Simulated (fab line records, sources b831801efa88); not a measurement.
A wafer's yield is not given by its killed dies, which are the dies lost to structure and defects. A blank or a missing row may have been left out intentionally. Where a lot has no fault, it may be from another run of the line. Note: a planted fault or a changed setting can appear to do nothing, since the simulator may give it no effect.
Chamber matching	flow gf180mcu	4 sister chambers for GF_V5_ETCH_16 on rie diel-01
The step etches BARC in N2/H2. 4 wafers are shown with their chamber, then 8 later ones without.

WAFERS, EACH WITH ITS CHAMBER
wafer	chamber	drypump motor current A (A)
L254.2	0	5.6
L255.1	1	6.0
L255.6	2	4.9
L256.3	3	6.4

WAFERS WHOSE CHAMBER IS MISSING
wafer	drypump motor current A (A)
L256.5	6.1
L256.6	4.9
L258.3	4.9
L258.5	6.4
L258.6	4.9
L260.3	6.4
L260.5	6.4
L260.6	4.9

WHICH CHAMBER EACH ONE RAN IN
wafer	from the rows above	in truth
L256.5	1	1
L256.6	2	2
L258.3	2	2
L258.5	3	3
L258.6	2	2
L260.3	3	3
L260.5	3	3
L260.6	2	2
8 of 8 placed correctly. Can't be placed from these rows: 0. 0 placed wrongly.
How it was worked out, from the rows above alone: a wafer's distance from a chamber is the root of the sum, over the readings, of the square of ((its reading less the chamber's mean) divided by the reading's scatter). If the next closest chamber is less than 2 further off than the closest, the wafer can't be placed; otherwise it belongs to the closest. A chamber's mean is the mean of its shown wafers. The scatter: root of mean squared gap, hidden wafer to nearest shown wafer, with one shown wafer a chamber.
